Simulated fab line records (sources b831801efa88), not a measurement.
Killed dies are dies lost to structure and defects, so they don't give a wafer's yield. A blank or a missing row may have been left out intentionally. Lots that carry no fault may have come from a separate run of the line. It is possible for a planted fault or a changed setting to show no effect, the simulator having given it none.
Which tool did it?    flow gf180mcu    Sampling: 13 lots, 39 wafers, 3 of 602 route steps

== WHAT EACH GAUGE READ, for each wafer ==
GF_VT_IMPLANT_OVL_MEAS_29. Usual: VT_IMPLANT_02_OVL typically reads -0.3 nm, with standard deviation 1.2.
lot   measured      on          VT_IMPLANT_02_OVL (nm)  flag
L740  day 6 23:14   overlay-01  0.4 1.7 1.5             
L742  day 7 18:06   overlay-02  -0.7 0.3 0.2            
L743  day 7 18:31   overlay-02  1.2 -1.0 -0.5           
L745  day 8 10:45   overlay-02  -3.1 -2.1 -1.6          
L746  day 8 15:45   overlay-01  2.6 1.2 0.7             
L748  day 9 06:29   overlay-02  0.3 -0.3 -0.9           
L749  day 9 10:56   overlay-02  -0.7 -0.6 -0.3          
L750  day 9 16:36   overlay-01  0.7 0.5 0.0             
L753  day 10 11:35  overlay-01  2.2 1.4 1.2             
L754  day 10 18:07  overlay-02  -0.9 -2.7 -1.2          
L755  day 10 22:56  overlay-01  -0.4 -1.5 -0.7          
L758  day 11 21:22  overlay-01  1.0 1.7 0.7             
L763  day 13 02:22  overlay-01  0.4 -1.4 -0.9           

== TOOL THAT RAN EACH LOT (tool first, then ch and the chambers of the sampled wafers, then the start) ==
lot   GF_STI_ETCH_14                   GF_STI_STRIP_15
L740  rie si-01 ch 0,1,3, day 2 04:14  plasma asher-01 ch 0,1, day 2 04:18
L742  rie si-02 ch 1,2,3, day 2 14:30  plasma asher-03 ch 0,1, day 2 14:34
L743  rie si-01 ch 1,2, day 2 18:33    plasma asher-03 ch 0,1, day 2 18:37
L745  rie si-01 ch 1,2,3, day 3 06:05  plasma asher-04 ch 0,1, day 3 06:10
L746  rie si-01 ch 1,2, day 3 09:44    plasma asher-01 ch 0,1, day 3 09:49
L748  rie si-02 ch 0,2,3, day 3 20:17  plasma asher-04 ch 0,1, day 3 20:22
L749  rie si-02 ch 1,2,3, day 4 01:29  plasma asher-01 ch 0,1, day 4 01:33
L750  rie si-02 ch 0,2,3, day 4 05:08  plasma asher-04 ch 0,1, day 4 05:13
L753  rie si-01 ch 0,2,3, day 4 20:47  plasma asher-03 ch 0,1, day 4 20:52
L754  rie si-01 ch 0,2,3, day 5 01:59  plasma asher-01 ch 0,1, day 5 02:04
L755  rie si-02 ch 0,1,2, day 5 06:47  plasma asher-01 ch 0,1, day 5 06:52
L758  rie si-02 ch 0,1,2, day 5 23:11  plasma asher-01 ch 1, day 5 23:16
L763  rie si-01 ch 0,2, day 7 00:08    plasma asher-01 ch 0,1, day 7 00:13
- GF_STI_ETCH_14: etches Si in HBr/Cl2/O2, target depth 360 nm, time 102.9 s.
- GF_STI_STRIP_15: strips in O2/N2.

== AS READ BY THE TOOLS THEMSELVES (means over the sampled wafers that have a number; for cases with no such wafer, the mark the record gives instead) ==
GF_STI_ETCH_14. Usual: drypump motor current A 5.76 A, standard deviation 0.21; oes product au 1.002 a.u., standard deviation 0.0085; throttle valve pct 25.656 %, standard deviation 0.01.
lot   tool       drypump motor current A (A)  oes product au (a.u.)  throttle valve pct (%)  flag
L740  rie si-01  5.73                         1.006                  25.658                  
L742  rie si-02  5.74                         1.002                  25.655                  
L743  rie si-01  5.61                         1.005                  25.663                  
L745  rie si-01  5.65                         0.999                  25.654                  
L746  rie si-01  5.62                         1.000                  25.661                  
L748  rie si-02  5.97                         1.009                  25.661                  
L749  rie si-02  5.74                         1.005                  25.652                  
L750  rie si-02  5.94                         1.008                  25.647                  
L753  rie si-01  5.71                         1.002                  25.653                  
L754  rie si-01  5.70                         1.000                  25.663                  
L755  rie si-02  5.97                         0.980                  25.673                  
L758  rie si-02  5.99                         0.996                  25.655                  
L763  rie si-01  5.75                         1.004                  25.657                  

GF_STI_STRIP_15. Usual: drypump motor current A 5.71 A, standard deviation 0.26; heater power w 326 W, standard deviation 33; o2 flow sccm 2999 sccm, standard deviation 9.5; oes product au 0.384 a.u., standard deviation 0.0055; platen temp c 250.00 C, standard deviation 0.21; strip time to endpoint s 3.72 s, standard deviation 0.049.
lot   tool             drypump motor current A (A)  heater power w (W)  o2 flow sccm (sccm)  oes product au (a.u.)  platen temp c (C)  strip time to endpoint s (s)  flag
L740  plasma asher-01  5.72                         355                 2999                 0.381                  250.06             3.69                          
L742  plasma asher-03  5.70                         320                 3009                 0.391                  249.93             3.76                          
L743  plasma asher-03  5.68                         316                 2988                 0.386                  249.81             3.70                          
L745  plasma asher-04  5.58                         315                 2996                 0.389                  249.80             3.74                          
L746  plasma asher-01  5.70                         359                 3002                 0.390                  249.94             3.78                          
L748  plasma asher-04  5.60                         306                 2988                 0.383                  250.04             3.73                          
L749  plasma asher-01  5.57                         331                 2991                 0.383                  250.03             3.72                          
L750  plasma asher-04  5.61                         312                 3006                 0.383                  249.87             3.65                          
L753  plasma asher-03  5.69                         313                 3000                 0.380                  250.10             3.68                          
L754  plasma asher-01  5.68                         353                 2993                 0.388                  249.89             3.76                          
L755  plasma asher-01  5.60                         326                 3004                 0.389                  250.10             3.79                          
L758  plasma asher-01  5.50                         303                 2388                 0.382                  249.78             3.80                          OFF
L763  plasma asher-01  5.58                         334                 2403                 0.382                  249.91             3.79                          OFF

== THE ANSWER, worked out from the rows above alone ==
Rule: lot off if the mean of its wafers having a number is beyond 3 standard deviations from the usual mean. A lot without any number at a reading at which 4 lots or more have one is off too. The other lots that the step has rows for count as sound. After the gauges, taken in route order, come the tools' own readings; for these a lot's mean is taken, as printed above. At the first step where some lot is off, the reading lying furthest off is the one used; lots without a number count as furthest.
Off: L758, L763 (GF_STI_STRIP_15, o2 flow sccm).
If a tool, at that step or one of the process steps before it, ran each lot that is off and ran no sound lot following the first of them, it fits. One fits: plasma asher-01 at GF_STI_STRIP_15. A fault onset in the window from L755 (day 5 06:52, its last sound lot) to L758 (day 5 23:16, its first lot off) fits.
On the lots that are off, the tool's own readings at GF_STI_STRIP_15 differ by more than 5 times the standard deviation of the sound lots' means, which bears it out; o2 flow sccm reads 2396 sccm there versus 2998 sccm on the sound lots.

== WHAT THE SIMULATOR HAD INSERTED ==
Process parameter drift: plasma asher-01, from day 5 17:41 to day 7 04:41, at GF_STI_STRIP_15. The setting o2 flow sccm was moved by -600, starting from 3000. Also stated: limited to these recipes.
Lots struck among those shown: L758, L763. This agrees with what the rule above found.
